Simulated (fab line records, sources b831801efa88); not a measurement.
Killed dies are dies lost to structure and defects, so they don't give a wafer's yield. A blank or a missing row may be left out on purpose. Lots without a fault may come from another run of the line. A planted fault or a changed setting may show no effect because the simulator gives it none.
fab line records | flow sky130
record lots=5 wafers=15 last_day=50
route steps=708 shown FIELD_ISO@1 PAD_OPEN@708
lots that met no fault: from a run of the same line without faults
start_h: hours from the record's first day to the start of the lot's first wafer shown | wait_h: hours since the lot's step before | " the same as in the row above | L1.1+2: a row that stands for several wafers | - no value, or no start given | * or withheld: withheld | < > ~ a bound
route shown NAME@n: a module of which the file shows steps, and the number in the route of the first | usual: mean/standard deviation of fault-free wafers | same: alike in all rows | chamber/n: place in a boat | sites: the reading at each site | _std_site: their standard deviation | _edge_site: outer sites' mean less inner sites' | radius_mm: how far each site lies from the wafer's centre | mask NAME#n: copy n | behind: the tool/chamber that last shaped the wafer | hold: why the lot was held/for how many hours/how that ended | device: the transistor (n, p or np) that didn't switch | end of line: the same wafers' tests at the end of the route | a step without rows: its recipe alone | killed: dies lost to structure and defects at the first sort, not the wafer's yield | map: a wafer's dies, x killed, . not, _ none there
set.NAME: the setting as run; set.NAME@STEP: as run at that earlier step | model.NAME: the simulator's own value behind a step, which no gauge read
lots at some steps of the route; a table a step, a row a wafer
services: from which hour (start_h, from the record's first day; less than 0 if before it) a tool's chamber was out of use, for how many hours, and why
## steps
# step SKY_FIELD_ISO_BOW_MEAS_00
# recipe mode=bow
# usual INCOMING_BOW=-1/6.6
# columns lot.wafer tool chamber start_h wait_h INCOMING_BOW[um]
L498.2 film_metro-01 - 10.02 - 1
L498.3 " - " " -6
L498.4 " - " " 3
L501.1 film_metro-01 - 25.00 - 0
L501.2 " - " " 11
L501.5 " - " " 0
L514.1 film_metro-04 - 90.00 - -2
L514.4 " - " " -1
L514.6 " - " " 5
L515.1 film_metro-01 - 95.00 - -7
L515.3 " - " " -5
L515.6 " - " " 9
L521.2 film_metro-04 - 125.02 - -1
L521.3 " - " " -1
L521.4 " - " " -8
# step SKY_FIELD_ISO_OXIDATION_01
# recipe temp_c=900 ambient=O2 stabilise_s=600 purge_s=300 target_thk_a=120 ox_time_s=1843
# step SKY_FIELD_ISO_THK_MEAS_02
# recipe reads=SiO2_of_FIELD_ISO_OXIDATION_01
# usual FIELD_ISO_OXIDATION_00_THK=11.97/0.25
# columns lot.wafer tool chamber start_h wait_h FIELD_ISO_OXIDATION_00_THK[nm]
L498.2 film_metro-01 - 14.59 0.0 11.76
L498.3 " - " " 11.85
L498.4 " - " " 11.86
L501.1 film_metro-03 - 29.82 0.0 11.76
L501.2 " - " " 11.82
L501.5 " - " " 12.02
L514.1 film_metro-04 - 93.77 0.0 12.13
L514.4 " - " " 11.99
L514.6 " - " " 12.11
L515.1 film_metro-03 - 96.67 0.0 12.13
L515.3 " - " " 12.14
L515.6 " - " " 12.33
L521.2 film_metro-04 - 127.04 0.0 11.53
L521.3 " - " " 11.62
L521.4 " - " " 11.55
# step SKY_FIELD_ISO_CVD_03
# recipe material=Si3N4 precursor=DCS/NH3 target_thk_nm=165 temp_c=770 time_s=2830 pressure_mtorr=250
# step SKY_FIELD_ISO_THK_MEAS_04
# recipe reads=Si3N4_of_FIELD_ISO_CVD_03
# usual FIELD_ISO_CVD_03_THK=164.3/1
# columns lot.wafer tool chamber start_h wait_h FIELD_ISO_CVD_03_THK[nm]
L498.2 film_metro-01 - 17.33 0.0 164.3
L498.3 " - " " 163.9
L498.4 " - " " 165.0
L501.1 film_metro-01 - 31.67 0.0 163.4
L501.2 " - " " 162.9
L501.5 " - " " 163.9
L514.1 film_metro-01 - 96.56 0.0 165.7
L514.4 " - " " 164.5
L514.6 " - " " 166.3
L515.1 film_metro-04 - 101.96 0.0 167.4
L515.3 " - " " 166.2
L515.6 " - " " 165.1
L521.2 film_metro-01 - 130.45 0.0 164.9
L521.3 " - " " 164.8
L521.4 " - " " 164.8
# step SKY_FIELD_ISO_DEHYDRATE_05
# recipe temp_c=200 time_s=60
# step SKY_FIELD_ISO_HMDS_06
# recipe prime_time_s=60 prime_temp_c=120
# step SKY_FIELD_ISO_COAT_07
# recipe resist=BARC temp_c=withheld time_s=withheld spin_rpm=3000 resist_thk_nm=60
# step SKY_FIELD_ISO_COAT_08
# recipe resist=KrF-thick spin_rpm=3000 resist_thk_nm=450
# step SKY_FIELD_ISO_SOFTBAKE_09
# recipe temp_c=100 time_s=90 resist=KrF-thick
# step SKY_FIELD_ISO_EXPOSE_10
# recipe mask_id=FOM na=0.68 source_shape=annular sigma_inner=0.4 sigma_outer=0.8 target_cd_nm=150 dose_mj=28
# columns lot.wafer tool chamber start_h wait_h mask
L498.2+3+4 krf_scanner-02 0 23.11 - FOM#0
L501.1+2+5 krf_scanner-01 0 38.69 - FOM#0
L514.1+4+6 krf_scanner-01 0 105.24 - FOM_R1#0
L515.1+3+6 krf_scanner-02 0 111.74 - FOM#0
L521.2+3+4 krf_scanner-01 0 139.96 - FOM#0
# step SKY_FIELD_ISO_PEB_11
# recipe peb_temp_c=withheld peb_time_s=withheld resist=KrF-thick
# step SKY_FIELD_ISO_DEVELOP_12
# recipe develop_time_s=60 resist=KrF-thick dev_temp_c=21
# step SKY_FIELD_ISO_CD_MEAS_13
# recipe target_cd_nm=150
# usual cd_nm=150.3/1.4
# columns lot.wafer tool chamber start_h wait_h hold cd_nm
L498.2 cd_sem-01 - 30.94 - - 151.2
L498.3 " - " " - 149.9
L498.4 " - " " - 150.7
L501.1 cd_sem-02 - 46.57 - - 150.2
L501.2 " - " " - 150.4
L501.5 " - " " - 151.2
L514.1 cd_sem-02 - 114.67 - await_dispo/0.2h/release 142.6
L514.4 " - " " await_dispo/0.2h/release 142.7
L514.6 " - " " await_dispo/0.2h/release 142.7
L514.1 cd_sem-02 - 114.95 0.3 - 142.6
L514.4 " - " " - 142.9
L514.6 " - " " - 142.7
L515.1 cd_sem-02 - 119.77 - - 150.7
L515.3 " - " " - 150.1
L515.6 " - " " - 150.2
L521.2 cd_sem-02 - 149.44 - - 146.3
L521.3 " - " " - 147.4
L521.4 " - " " - 148.3
# step SKY_FIELD_ISO_ETCH_14
# recipe chemistry=N2/H2 target=BARC ion_energy_ev=200 source_w=500 bias_w=100 pressure_mtorr=30 n2_flow_sccm=100 h2_flow_sccm=200 stop_on=SiO2 time_s=45.9 target_depth_a=600
# usual drypump_motor_current_A=5.9/0.38 oes_product_au=0.854/0.0049 throttle_valve_pct=13.226/0.0094
# columns lot.wafer tool chamber start_h wait_h hold drypump_motor_current_A oes_product_au rf_hours_counter_h throttle_valve_pct model.FIELD_ISO.cd_nm
L498.2 rie_diel-03 3 31.04 0.1 - 5.9 0.856 11 13.229 151.9
L498.3 " 0 " " - 5.1 0.842 104 13.245 149.9
L498.4 " 2 " " - 6.2 0.861 0 13.234 151.5
L501.1 rie_diel-03 1 46.69 0.1 - 5.6 0.858 82 13.223 150.4
L501.2 " 2 " " - 6.3 0.857 1 13.239 152.3
L501.5 " 2 " " - 6.3 0.861 - 13.215 153.1
L515.1 rie_diel-02 2 119.89 0.1 - 6.1 0.849 51 13.226 150.8
L515.3 " 1 " " - 5.3 0.852 1 13.235 150.1
L515.6 " 2 " " - 6.1 0.853 - 13.229 150.3
L514.1 rie_diel-03 3 123.90 8.9 await_dispo/8.8h/release 5.9 0.854 13 13.226 143.6
L514.4 " 0 " " await_dispo/8.8h/release 5.1 0.850 106 13.211 143
L514.6 " 1 " " await_dispo/8.8h/release 5.5 0.856 - 13.242 141.8
L521.2 rie_diel-03 2 149.54 0.1 - 6.2 0.850 3 13.217 147.4
L521.3 " 1 " " - 5.6 0.855 85 13.224 147.1
L521.4 " 0 " " - 5.1 0.845 107 13.223 147.7
# step SKY_FIELD_ISO_ETCH_15
# recipe chemistry=CHF3/O2 target_depth_nm=180 stop_on=Si source_w=600 bias_w=200 pressure_mtorr=40 chf3_flow_sccm=50 O2_flow_sccm=5 time_s=72
# usual drypump_motor_current_A=5.8/0.38 oes_product_au=0.943/0.0053 throttle_valve_pct=8.844/0.0096
# columns lot.wafer tool chamber start_h wait_h drypump_motor_current_A oes_product_au rf_hours_counter_h throttle_valve_pct
L498.2 rie_diel-03 3 31.08 0.0 5.9 0.937 11 8.839
L498.3 " 0 " " 5.1 0.942 104 8.861
L498.4 " 2 " " 6.2 0.947 0 8.842
L501.1 rie_diel-03 1 46.73 0.0 5.5 0.941 82 8.848
L501.2 " 2 " " 6.2 0.938 1 8.834
L501.5 " 2 " " 6.2 0.937 - 8.841
L515.1 rie_diel-02 2 119.93 0.0 6.1 0.951 51 8.856
L515.3 " 1 " " 5.3 0.949 1 8.837
L515.6 " 2 " " 6.1 0.949 - 8.836
L514.1 rie_diel-03 3 123.95 0.0 5.9 0.947 13 8.845
L514.4 " 0 " " 5.1 0.943 106 8.849
L514.6 " 1 " " 5.6 0.952 - 8.831
L521.2 rie_diel-03 2 149.58 0.0 6.2 0.947 3 8.847
L521.3 " 1 " " 5.5 0.952 85 8.857
L521.4 " 0 " " 5.1 0.950 107 8.850
# step SKY_FIELD_ISO_STRIP_16
# recipe chemistry=O2/N2 power_w=1400 pressure_mtorr=1500 platen_temp_c=withheld o2_flow_sccm=3000 n2_flow_sccm=300 overash_fraction=0.5
# usual drypump_motor_current_A=6.0/0.38 o2_flow_sccm=2999/8.8 oes_product_au=0.378/0.0054 strip_time_to_endpoint_s=3.54/0.04
# same overash_fraction=0.5
# columns lot.wafer tool chamber start_h wait_h drypump_motor_current_A o2_flow_sccm oes_product_au rf_hours_counter_h strip_time_to_endpoint_s
L498.2 plasma_asher-03 0 31.14 0.0 6.4 2990 0.373 33 3.55
L498.3 " 0 " " 6.4 3000 0.377 - 3.54
L498.4 " 1 " " 6.0 3010 0.373 - 3.50
L501.1 plasma_asher-04 0 46.79 0.0 5.2 3014 0.374 23 3.51
L501.2 " 1 " " 5.9 2998 0.379 23 3.47
L501.5 " 0 " " 5.3 3007 0.366 - 3.48
L515.1 plasma_asher-04 0 119.99 0.0 5.3 3008 0.384 30 3.57
L515.3 " 0 " " 5.3 2994 0.379 - 3.53
L515.6 " 0 " " 5.2 2994 0.381 - 3.57
L514.1 plasma_asher-01 0 124.00 0.0 6.4 3008 0.385 44 3.55
L514.4 " 0 " " 6.4 2994 0.383 - 3.57
L514.6 " 0 " " 6.4 2987 0.389 - 3.53
L521.2 plasma_asher-01 1 149.64 0.0 5.9 2981 0.379 48 3.53
L521.3 " 1 " " 5.9 3000 0.377 - 3.51
L521.4 " 0 " " 6.4 3006 0.386 - 3.54
# step SKY_FIELD_ISO_ETCH_17
# recipe target_depth_a=3420 mask_material=Si3N4 chemistry=HBr/Cl2/O2 target=Si taper_deg=5 icp_w=600 bias_w=150 pressure_mtorr=15 HBr_flow_sccm=150 Cl2_flow_sccm=40 O2_flow_sccm=6 time_s=97.7
# usual drypump_motor_current_A=5.7/0.5 oes_product_au=1.005/0.011 throttle_valve_pct=25.653/0.012
# columns lot.wafer tool chamber start_h wait_h drypump_motor_current_A oes_product_au rf_hours_counter_h throttle_valve_pct model.FIELD_ISO.cd_nm
L498.2 rie_si-02 0 31.24 0.1 5.3 1.014 1 25.631 153.2
L498.3 " 1 " " 6.1 0.999 65 25.681 151.4
L498.4 " 1 " " 6.1 0.996 - 25.651 151.1
L501.1 rie_si-01 1 46.89 0.1 5.0 0.996 1 25.642 150.1
L501.2 " 0 " " 4.9 1.023 38 25.644 151.7
L501.5 " 0 " " 4.9 1.013 - 25.644 153.7
L515.1 rie_si-02 1 120.09 0.1 6.1 1.002 66 25.644 150.6
L515.3 " 0 " " 5.3 1.020 2 25.624 150.8
L515.6 " 3 " " 6.4 1.015 - 25.648 149.3
L514.1 rie_si-02 0 124.10 0.1 5.3 1.008 1 25.654 146
L514.4 " 3 " " 6.4 1.020 58 25.639 142.9
L514.6 " 3 " " 6.4 1.009 - 25.647 139.2
L521.2 rie_si-02 3 149.74 0.1 6.4 1.028 58 25.641 146.5
L521.3 " 0 " " 5.3 1.013 2 25.637 145.5
L521.4 " 1 " " 6.1 0.990 67 25.647 147.8
# step SKY_FIELD_ISO_WET_ETCH_18
# recipe chemistry=H3PO4 target_depth_nm=25 temp_c=160 target=Si3N4 time_s=286
# step SKY_PAD_OPEN_PROBE_99
# usual killed_at_M0_to_M3=44/7.1 killed_at_M4_up=3.3/1.8 killed_at_contacts=24/5.1 killed_at_front_end=16/4.7 killed_at_other=0.3/0.52 killed_dies=87/9.7 killed_open=47/6.8 killed_short=39/6.7
# same gross_dies=492 killed_at_back_side=0
# columns lot.wafer tool chamber start_h wait_h killed_at_M0_to_M3 killed_at_M4_up killed_at_contacts killed_at_front_end killed_at_other killed_dies killed_open killed_short model.etest.pfet_g5v0d10v5.r_on_ohm_um model.etest.res_pdiff.line_ohm_um model.etest.res_ndiff.line_ohm_um model.etest.sram_nfet_pass.drive_ua_um model.etest.res_ndiff.width_nm model.etest.res_pdiff.width_nm
L498.2 prober-02 - 1073.44 0.1 27 6 21 10 0 64 29 35 4803 1349 740 489.4 159.2 146.6
L498.3 prober-02 - 1073.49 0.2 47 4 17 8 0 76 42 34 4853 1380 748 495.4 157.7 144.4
L498.4 prober-02 - 1073.54 0.2 55 2 21 7 0 85 48 37 4804 1352 752.7 474.1 157.7 144.6
L501.1 prober-02 - 1083.85 0.1 37 5 24 16 0 82 43 39 4690 1362 774.1 492 155.9 143.4
L501.2 prober-02 - 1083.90 0.1 51 4 33 19 1 108 59 49 4691 1344 779.4 494.4 157.7 144.3
L501.5 prober-02 - 1084.05 0.2 46 3 16 20 0 85 45 40 4630 1302 766.9 518.6 160 146.5
L514.1 prober-02 - 1168.74 0.1 44 3 25 21 0 93 50 41 4819 1409 796 479.9 152 139.2
L514.4 prober-02 - 1168.89 0.2 39 2 30 19 0 90 49 39 4865 1450 813.8 443.6 149.4 136.1
L514.6 prober-02 - 1168.99 0.2 42 3 34 15 1 95 61 34 4956 1482 835 453 145.4 132.5
L515.1 prober-01 - 1171.47 0.1 46 5 25 14 0 90 55 35 4792 1333 769.7 507.1 157.2 143.9
L515.3 prober-01 - 1171.57 0.2 45 3 31 12 1 92 51 41 4709 1331 779.2 497.9 157 143.9
L515.6 prober-01 - 1171.72 0.2 52 8 14 10 0 84 42 42 4813 1365 774.7 516.3 155.7 142.8
L521.2 prober-02 - 1192.22 0.1 40 1 38 17 1 97 57 39 4758 1390 768.5 495.4 152.7 139.1
L521.3 prober-02 - 1192.27 0.2 43 1 28 11 1 84 41 42 4788 1413 771.2 473.1 151.8 139.2
L521.4 prober-02 - 1192.32 0.2 31 1 25 13 2 72 44 26 4748 1351 765 497.6 153.6 141.1
# killed by level:class
L498.2 LOCAL_INTERCONNECT:geometric_particle:short=7 LI_CONTACT:geometric_particle:open=6 VIA1:geometric_particle:open=6 CONTACT:geometric_particle:open=5 VIA1:geometric_particle:short=5 METAL4:geometric_particle:short=5 POLY_GATE:geometric_particle:short=3 METAL2:geometric_particle:short=3
L498.3 VIA1:geometric_particle:open=11 CONTACT:geometric_particle:open=8 VIA1:geometric_particle:short=7 LOCAL_INTERCONNECT:geometric_particle:short=5 METAL2:geometric_particle:open=5 METAL2:geometric_particle:short=5 VIA2:geometric_particle:open=4 METAL3:geometric_particle:short=4
L498.4 VIA1:geometric_particle:open=13 VIA3:geometric_particle:open=11 VIA2:geometric_particle:open=8 CONTACT:geometric_particle:open=8 METAL1:geometric_particle:short=6 VIA1:geometric_particle:short=5 METAL2:geometric_particle:short=5 LI_CONTACT:geometric_particle:open=4
L501.1 CONTACT:geometric_particle:open=8 CONTACT:geometric_particle:short=8 FIELD_ISO:geometric_particle:open=7 VIA1:geometric_particle:open=7 LI_CONTACT:geometric_particle:open=6 FIELD_ISO:geometric_particle:short=5 METAL1:geometric_particle:short=5 METAL2:geometric_particle:short=4
L501.2 LI_CONTACT:geometric_particle:open=12 CONTACT:geometric_particle:open=12 METAL2:geometric_particle:short=10 FIELD_ISO:geometric_particle:open=8 VIA1:geometric_particle:open=7 VIA2:geometric_particle:open=7 VIA3:geometric_particle:open=6 METAL1:geometric_particle:short=6
L501.5 VIA1:geometric_particle:open=9 VIA3:geometric_particle:open=7 FIELD_ISO:geometric_particle:open=6 FIELD_ISO:geometric_particle:short=6 CONTACT:geometric_particle:open=5 VIA2:geometric_particle:short=5 CONTACT:geometric_particle:short=4 METAL1:geometric_particle:open=4
L514.1 VIA1:geometric_particle:open=16 CONTACT:geometric_particle:open=11 POLY_GATE:geometric_particle:short=8 METAL2:geometric_particle:short=7 VIA3:geometric_particle:open=6 LI_CONTACT:geometric_particle:open=5 POLY_GATE:geometric_particle:open=4 CONTACT:geometric_particle:short=4
L514.4 CONTACT:geometric_particle:open=13 METAL2:geometric_particle:short=12 LI_CONTACT:geometric_particle:open=9 VIA1:geometric_particle:open=7 VIA2:geometric_particle:open=6 LOCAL_INTERCONNECT:geometric_particle:short=4 FIELD_ISO:geometric_particle:short=3 FIELD_ISO:geometric_particle:open=3
L514.6 VIA1:geometric_particle:open=16 CONTACT:geometric_particle:open=15 LI_CONTACT:geometric_particle:open=11 VIA3:geometric_particle:open=6 CONTACT:geometric_particle:short=5 FIELD_ISO:geometric_particle:short=4 POLY_GATE:geometric_particle:short=4 METAL2:geometric_particle:short=4
L515.1 LI_CONTACT:geometric_particle:open=11 VIA1:geometric_particle:open=10 VIA2:geometric_particle:open=9 CONTACT:geometric_particle:open=7 POLY_GATE:geometric_particle:open=5 LOCAL_INTERCONNECT:geometric_particle:short=5 METAL2:geometric_particle:short=5 VIA1:geometric_particle:short=5
L515.3 LI_CONTACT:geometric_particle:open=14 VIA1:geometric_particle:open=14 CONTACT:geometric_particle:open=8 CONTACT:geometric_particle:short=7 METAL1:geometric_particle:short=7 VIA3:geometric_particle:open=6 METAL2:geometric_particle:short=5 VIA3:geometric_particle:short=4
L515.6 VIA1:geometric_particle:open=9 METAL1:geometric_particle:short=7 VIA2:geometric_particle:open=7 LI_CONTACT:geometric_particle:open=6 VIA1:geometric_particle:short=6 VIA3:geometric_particle:open=5 FIELD_ISO:geometric_particle:short=4 METAL1:geometric_particle:open=4
L521.2 CONTACT:geometric_particle:open=15 VIA3:geometric_particle:open=9 LI_CONTACT:geometric_particle:open=8 VIA1:geometric_particle:open=8 LOCAL_INTERCONNECT:geometric_particle:short=6 FIELD_ISO:geometric_particle:short=5 POLY_GATE:geometric_particle:short=5 CONTACT:geometric_particle:short=5
L521.3 CONTACT:geometric_particle:open=11 METAL3:geometric_particle:short=8 VIA1:geometric_particle:open=8 METAL2:geometric_particle:short=7 LI_CONTACT:geometric_particle:open=6 FIELD_ISO:geometric_particle:open=4 LI_CONTACT:geometric_particle:short=4 LOCAL_INTERCONNECT:geometric_particle:short=4
L521.4 CONTACT:geometric_particle:open=11 VIA1:geometric_particle:open=8 VIA2:geometric_particle:open=7 FIELD_ISO:geometric_particle:open=6 LOCAL_INTERCONNECT:geometric_particle:short=5 VIA3:geometric_particle:open=5 LI_CONTACT:geometric_particle:open=4 CONTACT:geometric_particle:short=4
## services
# columns tool chamber start_h hours kind
krf_scanner-02 - 5.63 1.3 pm
plasma_asher-01 - 22.47 3.1 repair
plasma_asher-01 - 25.75 1.7 repair
krf_scanner-02 - 26.17 0.3 repair
rie_diel-02 0 26.56 9.0 repair
rie_si-02 - 27.85 0.5 repair
rie_si-02 2 30.81 - clean
rie_si-02 2 30.81 21.6 scheduled_down
rie_si-01 3 42.52 16.5 repair
krf_scanner-01 - 42.63 0.8 pm
krf_scanner-02 - 44.56 2.9 repair
plasma_asher-04 - 55.72 8.7 repair
rie_diel-02 3 59.13 5.2 repair
rie_si-01 2 59.96 4.0 repair
krf_scanner-02 - 65.03 1.0 pm
krf_scanner-01 - 74.96 0.2 repair
krf_scanner-01 - 84.68 1.0 pm
krf_scanner-02 - 101.85 0.8 pm
krf_scanner-01 - 110.15 3.6 pm
krf_scanner-01 - 119.33 1.3 pm
krf_scanner-02 - 132.37 0.5 repair
krf_scanner-02 - 138.49 0.8 pm
krf_scanner-02 - 139.54 1.5 repair
rie_si-01 - 146.68 0.6 repair
## key
first_sign step=SKY_FIELD_ISO_EXPOSE_10 reading=mask direction=changed
effect step=SKY_FIELD_ISO_CD_MEAS_13 reading=visit direction=added
effect step=SKY_FIELD_ISO_CD_MEAS_13 reading=cd_nm direction=down sigmas=5.3 usual=150.3 struck=142.7
model_effect step=SKY_FIELD_ISO_ETCH_14 value=FIELD_ISO.cd_nm without=150.8 struck=142.8
model_effect step=SKY_FIELD_ISO_ETCH_17 value=FIELD_ISO.cd_nm without=150.9 struck=142.7
model_effect step=SKY_PAD_OPEN_PROBE_99 value=etest.pfet_g5v0d10v5.r_on_ohm_um without=4789 struck=4880
met_at SKY_FIELD_ISO_EXPOSE_10
struck_wafers L514.1,L514.4,L514.6
tester_left_out L514
onset_between 38.69 105.24
fault kind=wrong_mask tool=any chamber=- onset_h=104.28 steps=SKY_FIELD_ISO_EXPOSE_10 aux_copy=FOM_R1#0 cd_offset_nm=-8 scope=struck_lots_only
# tester_left_out: of these lots the tester's yield and bins aren't shown, on N5 and GAA mostly nor the transistor test; their killed dies are dies lost to structure and defects alone, not to doping, threshold or leakage, so they don't give the yield
